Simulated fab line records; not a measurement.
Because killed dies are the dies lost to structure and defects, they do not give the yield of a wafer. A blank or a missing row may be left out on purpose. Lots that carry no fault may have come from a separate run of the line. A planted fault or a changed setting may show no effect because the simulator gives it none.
Matching of chambers | flow sky130 | SKY_SPACER_ETCHBACK_02 on rie_diel-04: 4 sister chambers
The step etches Si3N4 in CH3F/O2, stops on SiO2, time 46.7 s, target depth 45 nm. 4 wafers are shown with their chamber, then 10 later ones without.

## WAFERS WITH THEIR CHAMBER
wafer  | chamber | drypump_motor_current_A (A)
L090.2 | 0       | 5.8
L090.4 | 3       | 5.7
L092.1 | 1       | 6.3
L092.2 | 2       | 6.3

## WAFERS WITH NO CHAMBER GIVEN
wafer  | drypump_motor_current_A (A)
L092.3 | 5.6
L092.4 | 5.8
L092.5 | 6.3
L092.6 | 6.3
L097.1 | 6.3
L097.4 | 5.6
L097.5 | 5.6
L096.1 | 5.6
L096.2 | 5.8
L096.4 | 6.3

## CHAMBER TAKEN BY EACH
wafer  | from the rows above     | in truth
L092.3 | can't be placed: 3 or 0 | 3
L092.4 | can't be placed: 0 or 3 | 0
L092.5 | can't be placed: 1 or 2 | 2
L092.6 | can't be placed: 1 or 2 | 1
L097.1 | can't be placed: 1 or 2 | 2
L097.4 | can't be placed: 3 or 0 | 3
L097.5 | can't be placed: 3 or 0 | 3
L096.1 | can't be placed: 3 or 0 | 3
L096.2 | can't be placed: 0 or 3 | 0
L096.4 | can't be placed: 1 or 2 | 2
0 of 10 placed correctly. From these rows, 10 cannot be placed; in 10 the true chamber is one of the candidates. Placed wrongly: 0.
How it was worked out, from the rows above alone: a wafer's distance from a chamber is the root of the sum, over the readings, of the square of ((its reading less the chamber's mean) divided by the reading's scatter). If the next closest chamber is less than 2 further off than the closest, the wafer can't be placed; otherwise it belongs to the closest. A chamber's mean is the mean of its shown wafers. The scatter: with one shown wafer a chamber, the root of the mean of the squares of how far each hidden wafer lies from its nearest shown one.
